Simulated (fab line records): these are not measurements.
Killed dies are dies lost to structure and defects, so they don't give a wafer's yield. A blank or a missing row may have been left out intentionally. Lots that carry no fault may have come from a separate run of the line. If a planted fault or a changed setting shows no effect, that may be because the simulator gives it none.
Lot-split experiment / flow sky130 / 23 wafers read from 5 lots, route of 708 steps

## SPLIT DETAILS
At SKY_SD_N_EXPOSE_04 (exposes mask NSDM, target cd 380 nm), the setting dose mj was moved away from the recipe's 141 on 6 of the 23 wafers read, by -6.7% to -2.1%. The other wafers ran this setting at the recipe's value.

## FROM THE SPLIT TO THE READING: what the file shows between them, 2 steps
- SKY_SD_N_PEB_05
- SKY_SD_N_DEVELOP_06: develop time 60 s

## THE READING
cd nm, in nm, at SKY_SD_N_CD_MEAS_07 (target cd 380 nm). A value of 381 nm with a standard deviation of 3.2 nm is what fault-free wafers of this fab line usually give.

wafer=L074.1; tool, chamber at the split=iline stepper-01, 0; dose mj as run=141; against the recipe=recipe; cd nm, nm=379; against lot-mates on the recipe=-
wafer=L074.2; tool, chamber at the split=iline stepper-01, 0; dose mj as run=131.6; against the recipe=-6.7%; cd nm, nm=363; against lot-mates on the recipe=-18
wafer=L074.3; tool, chamber at the split=iline stepper-01, 0; dose mj as run=131.6; against the recipe=-6.7%; cd nm, nm=362; against lot-mates on the recipe=-19
wafer=L074.4; tool, chamber at the split=iline stepper-01, 0; dose mj as run=141; against the recipe=recipe; cd nm, nm=381; against lot-mates on the recipe=-
wafer=L074.6; tool, chamber at the split=iline stepper-01, 0; dose mj as run=141; against the recipe=recipe; cd nm, nm=382; against lot-mates on the recipe=-
wafer=L077.1; tool, chamber at the split=iline stepper-02, 0; dose mj as run=141; against the recipe=recipe; cd nm, nm=381; against lot-mates on the recipe=-
wafer=L077.2; tool, chamber at the split=iline stepper-02, 0; dose mj as run=141; against the recipe=recipe; cd nm, nm=380; against lot-mates on the recipe=-
wafer=L077.4; tool, chamber at the split=iline stepper-02, 0; dose mj as run=141; against the recipe=recipe; cd nm, nm=382; against lot-mates on the recipe=-
wafer=L077.5; tool, chamber at the split=iline stepper-02, 0; dose mj as run=141; against the recipe=recipe; cd nm, nm=380; against lot-mates on the recipe=-
wafer=L077.6; tool, chamber at the split=iline stepper-02, 0; dose mj as run=141; against the recipe=recipe; cd nm, nm=379; against lot-mates on the recipe=-
wafer=L081.1; tool, chamber at the split=iline stepper-01, 0; dose mj as run=138; against the recipe=-2.1%; cd nm, nm=380; against lot-mates on the recipe=-5
wafer=L081.2; tool, chamber at the split=iline stepper-01, 0; dose mj as run=141; against the recipe=recipe; cd nm, nm=386; against lot-mates on the recipe=-
wafer=L081.3; tool, chamber at the split=iline stepper-01, 0; dose mj as run=141; against the recipe=recipe; cd nm, nm=385; against lot-mates on the recipe=-
wafer=L081.4; tool, chamber at the split=iline stepper-01, 0; dose mj as run=141; against the recipe=recipe; cd nm, nm=385; against lot-mates on the recipe=-
wafer=L081.5; tool, chamber at the split=iline stepper-01, 0; dose mj as run=138; against the recipe=-2.1%; cd nm, nm=380; against lot-mates on the recipe=-5
wafer=L084.2; tool, chamber at the split=iline stepper-02, 0; dose mj as run=141; against the recipe=recipe; cd nm, nm=380; against lot-mates on the recipe=-
wafer=L084.3; tool, chamber at the split=iline stepper-02, 0; dose mj as run=141; against the recipe=recipe; cd nm, nm=380; against lot-mates on the recipe=-
wafer=L084.4; tool, chamber at the split=iline stepper-02, 0; dose mj as run=141; against the recipe=recipe; cd nm, nm=377; against lot-mates on the recipe=-
wafer=L084.5; tool, chamber at the split=iline stepper-02, 0; dose mj as run=136.2; against the recipe=-3.4%; cd nm, nm=370; against lot-mates on the recipe=-9
wafer=L084.6; tool, chamber at the split=iline stepper-02, 0; dose mj as run=136.2; against the recipe=-3.4%; cd nm, nm=369; against lot-mates on the recipe=-10
wafer=L085.1; tool, chamber at the split=iline stepper-01, 0; dose mj as run=141; against the recipe=recipe; cd nm, nm=389; against lot-mates on the recipe=-
wafer=L085.3; tool, chamber at the split=iline stepper-01, 0; dose mj as run=141; against the recipe=recipe; cd nm, nm=388; against lot-mates on the recipe=-
wafer=L085.6; tool, chamber at the split=iline stepper-01, 0; dose mj as run=141; against the recipe=recipe; cd nm, nm=390; against lot-mates on the recipe=-

FIT RESULTS
A straight line over all 23 wafers: cd nm changes by +3.07 nm for each +1% of dose mj; r = +0.87; the points scatter about the line by 3.7 nm.
The same after taking each lot's own level away (the mean of its wafers on the recipe; 23 wafers): +2.73 nm for each +1%; r = +0.99; scatter 0.98 nm.
On that fit, the largest move of dose mj shifts the reading by 18 nm.
The span of the lots' own levels, 379.0 to 389.0 nm, comes to 3.1 times the standard deviation stated above.
Thus the slope moves with the lot-to-lot level: the two fits are different.
Check: for one of the wafers moved furthest among these (-6.7%), held out of the fit, the line's prediction against its lot-mates is -18.4 nm. Against them it came out at -17.7 nm.

## FILE'S OWN FIT
cd nm changes by +2.78 nm for each +1% of dose mj, r = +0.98.
